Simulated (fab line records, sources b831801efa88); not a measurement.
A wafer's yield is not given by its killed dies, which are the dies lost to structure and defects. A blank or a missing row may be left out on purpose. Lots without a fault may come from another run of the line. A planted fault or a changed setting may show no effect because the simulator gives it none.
fab line records -- flow sky130
record lots=6, wafers=16, last_day=50
route steps=708 shown LDD_HVN@274 LDD_HVP@278 LDD_LDN@289 PAD_OPEN@708
lots that met no fault: from a run of the same line without faults
start_h: start of the lot's first displayed wafer, in hours after the record's first day -- wait_h: time in hours since the lot's previous step -- " the same as in the row above -- L1.1+2: a row that stands for several wafers -- - no value, or no start was given -- * or withheld: withheld -- < > ~ a bound
route shown NAME@n: a module of which the file shows steps, and the number in the route of the first -- usual: mean/standard deviation taken from wafers without a fault -- same: alike in all rows -- chamber/n: place in a boat -- sites: each site's reading -- _std_site: the values' standard deviation -- _edge_site: the outer-site mean with the inner-site mean subtracted -- radius_mm: for every site, how far away it sits from the centre of the wafer -- mask NAME#n: copy n -- behind: the last tool/chamber to shape the wafer -- hold: the reason the lot was held/the length of the hold in hours/how it ended -- device: the n, p or np transistor that did not switch -- end of line: the route-end tests of the same wafers -- step lacking rows: just its recipe -- killed: at the first sort, the dies lost to defects and structure; wafer yield is something else -- map: dies across one wafer; x = killed, . = not, _ = none there
set.NAME: the run value of the setting; set.NAME@STEP: its run value at that earlier step -- model.NAME: the simulator's own value behind a step, which no gauge read
lots at selected steps of the route; one table per step, one row per wafer
services: a tool's chamber out of use, with start hour (start_h, from the record's first day; less than 0 if before it), hours out, and reason
## steps
# step SKY_LDD_HVN_OVL_MEAS_07
# usual LDD_HVN_OVL=1.0/1.6
lot.wafer,tool,chamber,start_h,wait_h,LDD_HVN_OVL[nm]
L153.1,overlay-01,-,469.29,0.1,2.4
L153.2,overlay-01,-,469.29,0.1,3.0
L153.3,overlay-01,-,469.29,0.1,2.4
L161.1,overlay-02,-,547.84,0.1,-1.0
L161.5,overlay-02,-,547.84,0.1,-2.9
L162.1,overlay-01,-,558.84,0.1,4.3
L162.4,overlay-01,-,558.84,0.1,2.0
L164.1,overlay-01,-,570.20,0.1,3.2
L164.4,overlay-01,-,570.20,0.1,2.0
L164.5,overlay-01,-,570.20,0.1,2.4
L172.3,overlay-02,-,632.26,0.1,-2.9
L172.4,overlay-02,-,632.26,0.1,-1.6
L172.5,overlay-02,-,632.26,0.1,-0.2
L174.3,overlay-01,-,650.32,0.1,0.1
L174.5,overlay-01,-,650.32,0.1,-0.3
L174.6,overlay-01,-,650.32,0.1,-1.2
# step SKY_LDD_HVN_IMPLANT_08
# recipe species=P, energy_kev=60, dose_cm2=3e+13, tilt_deg=40
# step SKY_LDD_HVN_STRIP_09
# recipe chemistry=O2/N2, power_w=1400, pressure_mtorr=1500, platen_temp_c=withheld, o2_flow_sccm=3000, n2_flow_sccm=300, overash_fraction=0.5
# usual drypump_motor_current_A=6.18/0.24, oes_product_au=0.408/0.0047, strip_time_to_endpoint_s=4.137/0.013
lot.wafer,tool,chamber,start_h,wait_h,drypump_motor_current_A,oes_product_au,rf_hours_counter_h,strip_time_to_endpoint_s
L153.1,plasma_asher-04,0,469.48,0.1,6.34,0.406,34,4.134
L153.2,plasma_asher-04,1,469.48,0.1,6.27,0.411,34,4.136
L153.3,plasma_asher-04,1,469.48,0.1,6.26,0.414,-,4.135
L161.1,plasma_asher-04,1,548.03,0.1,6.25,0.403,42,4.130
L161.5,plasma_asher-04,1,548.03,0.1,6.25,0.405,-,4.143
L162.1,plasma_asher-03,1,559.03,0.1,6.17,0.417,13,4.158
L162.4,plasma_asher-03,1,559.03,0.1,6.14,0.407,-,4.148
L164.1,plasma_asher-02,0,570.38,0.1,5.79,0.409,85,4.129
L164.4,plasma_asher-02,0,570.38,0.1,5.76,0.401,-,4.129
L164.5,plasma_asher-02,0,570.38,0.1,5.76,0.409,-,4.150
L172.3,plasma_asher-03,1,632.47,0.1,6.15,0.410,-,4.113
L172.4,plasma_asher-03,0,632.47,0.1,5.95,0.403,-,4.118
L172.5,plasma_asher-03,1,632.47,0.1,6.18,0.410,-,4.119
L174.3,plasma_asher-02,1,650.53,0.1,6.50,0.413,-,4.124
L174.5,plasma_asher-02,1,650.53,0.1,6.53,0.406,-,4.132
L174.6,plasma_asher-02,0,650.53,0.1,5.78,0.411,-,4.141
# step SKY_LDD_HVN_TW_MEAS_10
# usual LDD_HVN_TW=1445/9.5
lot.wafer,tool,chamber,start_h,wait_h,LDD_HVN_TW
L153.1,film_metro-03,-,469.58,0.1,1457
L153.2,film_metro-03,-,469.58,0.1,1457
L153.3,film_metro-03,-,469.58,0.1,1465
L161.1,film_metro-04,-,548.13,0.1,1455
L161.5,film_metro-04,-,548.13,0.1,1451
L162.1,film_metro-04,-,559.13,0.1,1454
L162.4,film_metro-04,-,559.13,0.1,1449
L164.1,film_metro-02,-,570.48,0.1,1436
L164.4,film_metro-02,-,570.48,0.1,1445
L164.5,film_metro-02,-,570.48,0.1,1446
L172.3,film_metro-02,-,632.55,0.1,1431
L172.4,film_metro-02,-,632.55,0.1,1433
L172.5,film_metro-02,-,632.55,0.1,1433
L174.3,film_metro-04,-,650.61,0.1,1453
L174.5,film_metro-04,-,650.61,0.1,1465
L174.6,film_metro-04,-,650.61,0.1,1461
# step SKY_LDD_HVP_DEHYDRATE_00
# recipe temp_c=200, time_s=60
# step SKY_LDD_HVP_HMDS_01
# recipe prime_time_s=60, prime_temp_c=120
# step SKY_LDD_HVP_COAT_02
# recipe resist=NOVOLAK, spin_rpm=3000, resist_thk_nm=300
# step SKY_LDD_HVP_SOFTBAKE_03
# recipe temp_c=90, time_s=60, resist=NOVOLAK
# step SKY_LDD_HVP_EXPOSE_04
# recipe mask_id=HVPTM, na=0.6, source_shape=conventional, sigma_outer=0.6, polarization=unpolarized, target_cd_nm=700, dose_mj=86
# step SKY_LDD_HVP_PEB_05
# recipe temp_c=withheld, time_s=*, resist=NOVOLAK
# step SKY_LDD_HVP_DEVELOP_06
# recipe resist=NOVOLAK, developer=TMAH, develop_time_s=60, dev_temp_c=23
# step SKY_LDD_HVP_OVL_MEAS_07
# usual LDD_HVP_OVL=-0.1/1.4
lot.wafer,tool,chamber,start_h,wait_h,LDD_HVP_OVL[nm]
L153.1,overlay-02,-,500.21,0.1,0.0
L153.2,overlay-02,-,500.21,0.1,0.8
L153.3,overlay-02,-,500.21,0.1,0.9
L161.1,overlay-01,-,577.31,0.1,1.2
L161.5,overlay-01,-,577.31,0.1,-0.3
L162.1,overlay-01,-,588.41,0.1,-1.6
L162.4,overlay-01,-,588.41,0.1,-1.6
L164.1,overlay-01,-,599.86,0.1,-0.1
L164.4,overlay-01,-,599.86,0.1,0.6
L164.5,overlay-01,-,599.86,0.1,0.0
L172.3,overlay-02,-,660.87,0.1,-0.8
L172.4,overlay-02,-,660.87,0.1,0.5
L172.5,overlay-02,-,660.87,0.1,-1.4
L174.3,overlay-02,-,678.71,0.1,0.9
L174.5,overlay-02,-,678.71,0.1,-0.1
L174.6,overlay-02,-,678.71,0.1,0.4
# step SKY_LDD_HVP_IMPLANT_08
# recipe species=B, energy_kev=20, dose_cm2=1.7e+13, tilt_deg=17.9
# usual beam_on_s=10.01/0.21, faraday_current_uA=95.7/2
lot.wafer,tool,chamber,start_h,wait_h,beam_on_s,faraday_current_uA
L153.1,implanter-01,0,500.24,0.0,9.50,100.7
L153.2,implanter-01,0,500.24,0.0,9.88,97.3
L153.3,implanter-01,0,500.24,0.0,10.12,94.7
L161.1,implanter-03,0,577.34,0.0,10.40,92.5
L161.5,implanter-03,0,577.34,0.0,11.23,85.3
L162.1,implanter-03,0,588.44,0.0,10.46,91.2
L162.4,implanter-03,0,588.44,0.0,11.44,84.0
L164.1,implanter-04,0,599.89,0.0,10.10,95.4
L164.4,implanter-04,0,599.89,0.0,9.89,96.4
L164.5,implanter-04,0,599.89,0.0,10.20,94.0
L172.3,implanter-03,0,660.94,0.1,9.98,96.0
L172.4,implanter-03,0,660.94,0.1,10.02,95.3
L172.5,implanter-03,0,660.94,0.1,9.84,97.4
L174.3,implanter-04,0,678.78,0.1,9.73,99.0
L174.5,implanter-04,0,678.78,0.1,10.13,94.8
L174.6,implanter-04,0,678.78,0.1,10.06,95.4
# step SKY_LDD_HVP_STRIP_09
# recipe chemistry=O2/N2, power_w=1400, pressure_mtorr=1500, platen_temp_c=withheld, o2_flow_sccm=3000, n2_flow_sccm=300, overash_fraction=0.5
# usual drypump_motor_current_A=6.10/0.27, oes_product_au=0.408/0.005, strip_time_to_endpoint_s=4.134/0.015
lot.wafer,tool,chamber,start_h,wait_h,drypump_motor_current_A,oes_product_au,rf_hours_counter_h,strip_time_to_endpoint_s
L153.1,plasma_asher-02,0,500.39,0.1,5.78,0.403,80,4.109
L153.2,plasma_asher-02,1,500.39,0.1,6.52,0.406,80,4.106
L153.3,plasma_asher-02,1,500.39,0.1,6.51,0.406,-,4.128
L161.1,plasma_asher-02,1,577.49,0.1,6.54,0.410,86,4.124
L161.5,plasma_asher-02,0,577.49,0.1,5.76,0.401,-,4.137
L162.1,plasma_asher-02,1,588.59,0.1,6.53,0.409,87,4.120
L162.4,plasma_asher-02,0,588.59,0.1,5.78,0.408,-,4.136
L164.1,plasma_asher-02,1,600.04,0.1,6.52,0.411,88,4.101
L164.4,plasma_asher-02,1,600.04,0.1,6.51,0.407,-,4.123
L164.5,plasma_asher-02,0,600.04,0.1,5.76,0.414,-,4.104
L172.3,plasma_asher-03,1,661.08,0.1,6.15,0.406,-,4.135
L172.4,plasma_asher-03,0,661.08,0.1,5.96,0.411,-,4.170
L172.5,plasma_asher-03,0,661.08,0.1,5.96,0.394,-,4.153
L174.3,plasma_asher-03,0,678.92,0.1,5.97,0.412,-,4.133
L174.5,plasma_asher-03,1,678.92,0.1,6.16,0.409,-,4.119
L174.6,plasma_asher-03,0,678.92,0.1,5.96,0.410,-,4.149
# step SKY_LDD_HVP_TW_MEAS_10
# usual LDD_HVP_TW=458/3.5
lot.wafer,tool,chamber,start_h,wait_h,LDD_HVP_TW
L153.1,film_metro-01,-,500.49,0.1,460
L153.2,film_metro-01,-,500.49,0.1,457
L153.3,film_metro-01,-,500.49,0.1,460
L161.1,film_metro-01,-,577.59,0.1,460
L161.5,film_metro-01,-,577.59,0.1,483
L162.1,film_metro-01,-,588.69,0.1,461
L162.4,film_metro-01,-,588.69,0.1,480
L164.1,film_metro-03,-,600.14,0.1,457
L164.4,film_metro-03,-,600.14,0.1,456
L164.5,film_metro-03,-,600.14,0.1,456
L172.3,film_metro-01,-,661.16,0.1,460
L172.4,film_metro-01,-,661.16,0.1,460
L172.5,film_metro-01,-,661.16,0.1,460
L174.3,film_metro-03,-,679.00,0.1,456
L174.5,film_metro-03,-,679.00,0.1,455
L174.6,film_metro-03,-,679.00,0.1,453
# step SKY_LDD_LDN_DEHYDRATE_00
# recipe temp_c=200, time_s=60
# step SKY_PAD_OPEN_PROBE_99
# usual killed_at_M0_to_M3=44/6.8, killed_at_M4_up=3.2/1.7, killed_at_contacts=24/4.9, killed_at_front_end=14/4.1, killed_at_other=0.2/0.51, killed_dies=85/8.7, killed_on_rim=16/4, killed_open=46/6.8, killed_short=39/6.1
# same gross_dies=492, killed_at_back_side=0
lot.wafer,tool,chamber,start_h,wait_h,killed_at_M0_to_M3,killed_at_M4_up,killed_at_contacts,killed_at_front_end,killed_at_other,killed_dies,killed_on_rim,killed_open,killed_short,model.etest.tip_p_5v.rs_ohm_sq
L153.1,prober-01,-,1076.27,0.1,46,1,30,15,0,92,18,47,45,2865
L153.2,prober-01,-,1076.32,0.1,41,4,19,9,0,73,11,40,33,2875
L153.3,prober-01,-,1076.37,0.2,42,4,22,11,0,79,17,44,35,2869
L161.1,prober-01,-,1131.54,0.1,35,3,15,17,0,70,13,38,32,2806
L161.5,prober-01,-,1131.74,0.2,37,3,26,16,0,82,19,44,38,2544
L162.1,prober-02,-,1137.71,0.1,40,0,25,15,0,80,12,41,39,2871
L162.4,prober-02,-,1137.86,0.2,41,3,24,15,0,83,17,38,45,2599
L164.1,prober-02,-,1144.66,0.1,53,4,19,15,0,91,15,50,41,2838
L164.4,prober-02,-,1144.81,0.2,53,1,21,17,0,92,15,51,41,2853
L164.5,prober-02,-,1144.86,0.2,46,3,16,11,0,76,16,51,25,2859
L172.3,prober-01,-,1181.12,0.2,47,1,23,20,0,91,13,54,37,2890
L172.4,prober-01,-,1181.17,0.2,42,4,21,19,0,86,14,50,36,2870
L172.5,prober-01,-,1181.22,0.2,41,6,30,19,0,96,26,53,43,2884
L174.3,prober-02,-,1194.28,0.2,54,3,13,12,1,83,12,44,39,2910
L174.5,prober-02,-,1194.38,0.2,42,1,32,12,1,88,20,46,42,2879
L174.6,prober-02,-,1194.43,0.2,47,4,20,12,0,83,9,44,39,2884
# killed by level:class
L153.1 CONTACT:geometric_particle:open=14 CONTACT:geometric_particle:short=8 VIA2:geometric_particle:open=7 METAL1:geometric_particle:short=6 VIA1:geometric_particle:open=6 VIA3:geometric_particle:open=6 METAL2:geometric_particle:short=5 FIELD_ISO:geometric_particle:short=4
L153.2 VIA1:geometric_particle:open=10 CONTACT:geometric_particle:open=8 CONTACT:geometric_particle:short=7 METAL2:geometric_particle:short=6 FIELD_ISO:geometric_particle:open=5 VIA2:geometric_particle:open=5 METAL1:geometric_particle:short=4 VIA1:geometric_particle:short=4
L153.3 VIA1:geometric_particle:open=13 CONTACT:geometric_particle:open=8 LI_CONTACT:geometric_particle:open=6 METAL1:geometric_particle:short=6 CONTACT:geometric_particle:short=5 VIA2:geometric_particle:open=5 METAL2:geometric_particle:short=4 VIA3:geometric_particle:open=4
L161.1 VIA1:geometric_particle:open=11 FIELD_ISO:geometric_particle:open=7 CONTACT:geometric_particle:open=6 FIELD_ISO:geometric_particle:short=5 VIA1:geometric_particle:short=5 VIA2:geometric_particle:short=4 LI_CONTACT:geometric_particle:open=4 CONTACT:geometric_particle:short=3
L161.5 VIA1:geometric_particle:open=10 CONTACT:geometric_particle:open=9 VIA3:geometric_particle:open=9 FIELD_ISO:geometric_particle:short=6 LOCAL_INTERCONNECT:geometric_particle:short=5 CONTACT:geometric_particle:short=4 METAL2:geometric_particle:short=4 POLY_GATE:geometric_particle:short=3
L162.1 LI_CONTACT:geometric_particle:open=11 VIA2:geometric_particle:open=9 FIELD_ISO:geometric_particle:short=6 CONTACT:geometric_particle:short=6 METAL1:geometric_particle:short=6 VIA1:geometric_particle:open=6 VIA3:geometric_particle:short=5 SPACER:geometric_particle:open=4
L162.4 VIA1:geometric_particle:open=7 CONTACT:geometric_particle:open=7 METAL2:geometric_particle:short=7 FIELD_ISO:geometric_particle:short=6 LI_CONTACT:geometric_particle:open=6 LOCAL_INTERCONNECT:geometric_particle:short=6 FIELD_ISO:geometric_particle:open=5 METAL3:geometric_particle:short=5
L164.1 VIA1:geometric_particle:open=16 VIA3:geometric_particle:open=12 LI_CONTACT:geometric_particle:open=5 CONTACT:geometric_particle:open=5 METAL1:geometric_particle:short=5 VIA2:geometric_particle:open=5 SPACER:geometric_particle:short=4 LOCAL_INTERCONNECT:geometric_particle:short=4
L164.4 VIA1:geometric_particle:open=16 METAL2:geometric_particle:short=9 CONTACT:geometric_particle:open=8 LI_CONTACT:geometric_particle:open=7 METAL1:geometric_particle:short=6 VIA1:geometric_particle:short=5 VIA2:geometric_particle:open=5 POLY_GATE:geometric_particle:open=4
L164.5 VIA1:geometric_particle:open=13 VIA3:geometric_particle:open=10 METAL1:geometric_particle:short=8 CONTACT:geometric_particle:open=7 LI_CONTACT:geometric_particle:open=5 VIA2:geometric_particle:open=5 POLY_GATE:geometric_particle:open=4 CONTACT:geometric_particle:short=3
L172.3 VIA1:geometric_particle:open=14 CONTACT:geometric_particle:open=9 FIELD_ISO:geometric_particle:open=6 POLY_GATE:geometric_particle:open=6 CONTACT:geometric_particle:short=6 VIA3:geometric_particle:open=6 METAL2:geometric_particle:short=6 METAL1:geometric_particle:short=5
L172.4 CONTACT:geometric_particle:open=9 VIA1:geometric_particle:open=9 VIA3:geometric_particle:open=9 VIA3:geometric_particle:short=6 LI_CONTACT:geometric_particle:open=5 FIELD_ISO:geometric_particle:short=4 POLY_GATE:geometric_particle:open=4 CONTACT:geometric_particle:short=4
L172.5 VIA1:geometric_particle:open=17 LI_CONTACT:geometric_particle:open=9 CONTACT:geometric_particle:open=9 FIELD_ISO:geometric_particle:short=6 METAL2:geometric_particle:short=5 POLY_GATE:geometric_particle:open=4 LI_CONTACT:geometric_particle:short=4 CONTACT:geometric_particle:short=4
L174.3 METAL2:geometric_particle:short=10 VIA1:geometric_particle:open=9 VIA3:geometric_particle:open=9 VIA2:geometric_particle:open=7 CONTACT:geometric_particle:open=6 CONTACT:geometric_particle:short=4 FIELD_ISO:geometric_particle:short=4 METAL1:geometric_particle:short=4
L174.5 LI_CONTACT:geometric_particle:open=11 VIA2:geometric_particle:open=9 CONTACT:geometric_particle:short=8 CONTACT:geometric_particle:open=7 VIA1:geometric_particle:open=7 METAL2:geometric_particle:short=6 VIA1:geometric_particle:short=6 FIELD_ISO:geometric_particle:open=5
L174.6 METAL2:geometric_particle:short=9 LI_CONTACT:geometric_particle:open=8 METAL1:geometric_particle:short=8 VIA1:geometric_particle:open=8 CONTACT:geometric_particle:open=7 VIA2:geometric_particle:open=7 FIELD_ISO:geometric_particle:open=5 POLY_GATE:geometric_particle:short=5
## services
tool,chamber,start_h,hours,kind
implanter-04,-,470.48,3.2,pm
plasma_asher-04,-,477.69,2.8,pm
implanter-01,-,488.37,3.3,repair
plasma_asher-03,-,507.16,1.3,repair
plasma_asher-02,-,530.22,2.8,pm
plasma_asher-02,-,535.48,1.8,repair
plasma_asher-04,-,542.33,2.1,repair
plasma_asher-04,-,588.81,0.4,repair
implanter-01,-,641.94,2.8,repair
implanter-04,-,647.16,12.9,repair
implanter-03,-,647.29,3.7,repair
plasma_asher-02,-,655.04,9.5,repair
implanter-03,-,663.77,5.9,pm
## key
first_sign step=SKY_LDD_HVP_IMPLANT_08, reading=beam_on_s, direction=up, sigmas=6.4, usual=10.01, struck=11.33
effect step=SKY_LDD_HVP_IMPLANT_08, reading=faraday_current_uA, direction=down, sigmas=5.6, usual=95.7, struck=84.7
effect step=SKY_LDD_HVP_TW_MEAS_10, reading=LDD_HVP_TW, direction=up, sigmas=6.7, usual=458, struck=482
model_effect step=SKY_PAD_OPEN_PROBE_99, value=etest.tip_p_5v.rs_ohm_sq, without=2834, struck=2571
met_at SKY_LDD_HVP_IMPLANT_08
struck_wafers L161.5,L162.4
tester_left_out L161,L162
fault kind=process_parameter_drift, tool=implanter-03, chamber=-, onset_h=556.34, steps=SKY_LDD_HVP_IMPLANT_08, channel=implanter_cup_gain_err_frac, offset=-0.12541, shape=step, end_h=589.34, scope=struck_wafers_only
# tester_left_out: of these lots the tester's yield and bins aren't shown, on N5 and GAA mostly nor the transistor test; their killed dies are dies lost to structure and defects alone, not to doping, threshold or leakage, so they don't give the yield
